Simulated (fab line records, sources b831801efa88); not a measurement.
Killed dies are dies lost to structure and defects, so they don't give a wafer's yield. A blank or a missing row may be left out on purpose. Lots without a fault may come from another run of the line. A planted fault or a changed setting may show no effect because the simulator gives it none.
Which tool did it? | flow gf180mcu | 6 lots, 14 wafers sampled, at 3 steps of a route of 602

WHAT THE GAUGES READ, wafer by wafer
GF_VT_IMPLANT_RS_MEAS_47: measures by four-point-probe.
lot  | measured     | on            | NWELL_RS (ohm/sq)
L806 | day 8 01:23  | film_metro-03 | 487.4 489.0 489.3
L808 | day 8 20:20  | film_metro-03 | 481.5 481.9
L815 | day 10 12:27 | film_metro-04 | 482.0 481.3
L822 | day 12 08:26 | film_metro-04 | 487.3 487.0 486.8
L825 | day 13 02:13 | film_metro-04 | 486.7 488.6 489.4
L827 | day 13 20:15 | film_metro-01 | 487.1 489.0 487.0

WHICH TOOL RAN EACH LOT (tool, then ch and the chambers of the sampled wafers, then the start)
lot  | GF_STI_CMP_25                | GF_NWELL_IMPLANT_09
L806 | cmp-01 ch 0,1,2, day 2 12:57 | implanter-04 ch 0, day 3 17:41
L808 | cmp-01 ch 1, day 3 04:03     | implanter-04 ch 0, day 4 08:59
L815 | cmp-01 ch 3, day 4 07:40     | implanter-04 ch 0, day 5 16:25
L822 | cmp-02 ch 1,2,3, day 5 19:12 | implanter-01 ch 0, day 7 05:30
L825 | cmp-01 ch 0,1,3, day 6 10:38 | implanter-01 ch 0, day 7 19:50
L827 | cmp-02 ch 1,2,3, day 6 23:08 | implanter-04 ch 0, day 8 09:50
- GF_STI_CMP_25: polishes, stops on Si3N4, t overpolish 33 s, target thk 524.6 nm.
- GF_NWELL_IMPLANT_09

THE ANSWER, worked out from the rows above alone
Rule: what is usual is taken from the lots themselves. Put in order of their means at a reading, lots are off if they are a third of the lots or fewer, leave a main group of 4 or more, and stand apart from it by a gap of 3 or more times the standard deviation of the main group's means; of several such gaps the widest counts. A main group whose means are all the same, to the digits that the tables above print for the reading, isn't used. A lot without any number at a reading at which 4 lots or more have one is off too. The other lots that the step has rows for count as sound.
Off: L808, L815, at GF_VT_IMPLANT_RS_MEAS_47 (NWELL_RS). The main group: mean 487.9 ohm/sq, standard deviation 0.58.
A tool fits if, at a process step before that reading, it ran every lot that is off, and no sound lot after the first of them. The gauges at GF_VT_IMPLANT_RS_MEAS_47 are tried like those tools. None of those tried fits.

WHAT THE SIMULATOR HAD PUT IN
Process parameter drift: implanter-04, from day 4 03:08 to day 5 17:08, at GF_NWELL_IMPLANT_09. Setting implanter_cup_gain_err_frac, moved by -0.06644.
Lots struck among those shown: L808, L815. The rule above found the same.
